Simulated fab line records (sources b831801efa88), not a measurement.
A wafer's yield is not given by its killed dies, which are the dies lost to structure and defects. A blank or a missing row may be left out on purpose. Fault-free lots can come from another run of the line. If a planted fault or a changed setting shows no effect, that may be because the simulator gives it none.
Which tool is to blame? | flow gf180mcu | 7 lots with 21 wafers sampled at 4 steps, on a route of 602 steps

== WHAT THE GAUGES SHOWED, per wafer ==
GF_M1_RS_MEAS_05: uses a four-point probe to measure.
lot  | measured     | on           | M1_ALCU_RS (ohm/sq)
L692 | day 16 18:18 | filmMetro-01 | 0.0706 0.0705 0.0700
L695 | day 18 00:45 | filmMetro-03 | 0.0687 0.0682
L697 | day 18 18:51 | filmMetro-02 | 0.0698 0.0701 0.0704
L706 | day 22 01:16 | filmMetro-02 | 0.0695 0.0691 0.0691
L708 | day 22 20:56 | filmMetro-01 | 0.0695 0.0699 0.0692
L711 | day 23 18:07 | filmMetro-01 | 0.0697 0.0692 0.0701
L713 | day 24 06:07 | filmMetro-03 | 0.0694 0.0698 0.0695

== TOOL THAT RAN EACH LOT (tool first, then ch and the chambers of the sampled wafers, then the start) ==
lot  | GF_CONTACT_ETCH_17                | GF_CONTACT_STRIP_18                 | GF_M1_SPUTTER_04
L692 | rieDiel-03 ch 0,2,3, day 16 16:00 | plasmaAsher-04 ch 0,1, day 16 17:05 | pvdSputter-01, day 16 18:16
L695 | rieDiel-03 ch 0,1,3, day 17 23:00 | plasmaAsher-03 ch 0,1, day 17 23:32 | pvdSputter-04, day 18 00:43
L697 | rieDiel-04 ch 1,2,3, day 18 17:00 | plasmaAsher-04 ch 0,1, day 18 17:32 | pvdSputter-04, day 18 18:49
L706 | rieDiel-04 ch 0,3, day 21 23:00   | plasmaAsher-02 ch 0,1, day 21 23:56 | pvdSputter-03, day 22 01:12
L708 | rieDiel-03 ch 0,1,2, day 22 19:00 | plasmaAsher-02 ch 0,1, day 22 19:44 | pvdSputter-03, day 22 20:53
L711 | rieDiel-03 ch 0,1,3, day 23 16:00 | plasmaAsher-04 ch 0,1, day 23 16:53 | pvdSputter-03, day 23 18:04
L713 | rieDiel-03 ch 0,1,2, day 24 04:00 | plasmaAsher-04 ch 1, day 24 04:52   | pvdSputter-01, day 24 06:04
- GF_CONTACT_ETCH_17: etches SiO2 in C4F8/O2/Ar, stops on CoSi2, target depth 860 nm.
- GF_CONTACT_STRIP_18: strips in O2/N2.
- GF_M1_SPUTTER_04: material TiN, target thk 50 nm, time 41.7 s.

== THE ANSWER, worked out from the rows above alone ==
Rule: what is usual is taken from the lots themselves. Put in order of their means at a reading, lots are off if they are a third of the lots or fewer, leave a main group of 4 or more, and stand apart from it by a gap of 3 or more times the standard deviation of the main group's means; of several such gaps the widest counts. A main group whose means are all the same, to the digits that the tables above print for the reading, isn't used. A lot without any number at a reading at which 4 lots or more have one is off too. Where the step has rows for the other lots, those lots are counted as sound.
No lot is off on any of the readings shown, so nothing can be concluded from this.

== WHAT THE SIMULATOR PUT IN ==
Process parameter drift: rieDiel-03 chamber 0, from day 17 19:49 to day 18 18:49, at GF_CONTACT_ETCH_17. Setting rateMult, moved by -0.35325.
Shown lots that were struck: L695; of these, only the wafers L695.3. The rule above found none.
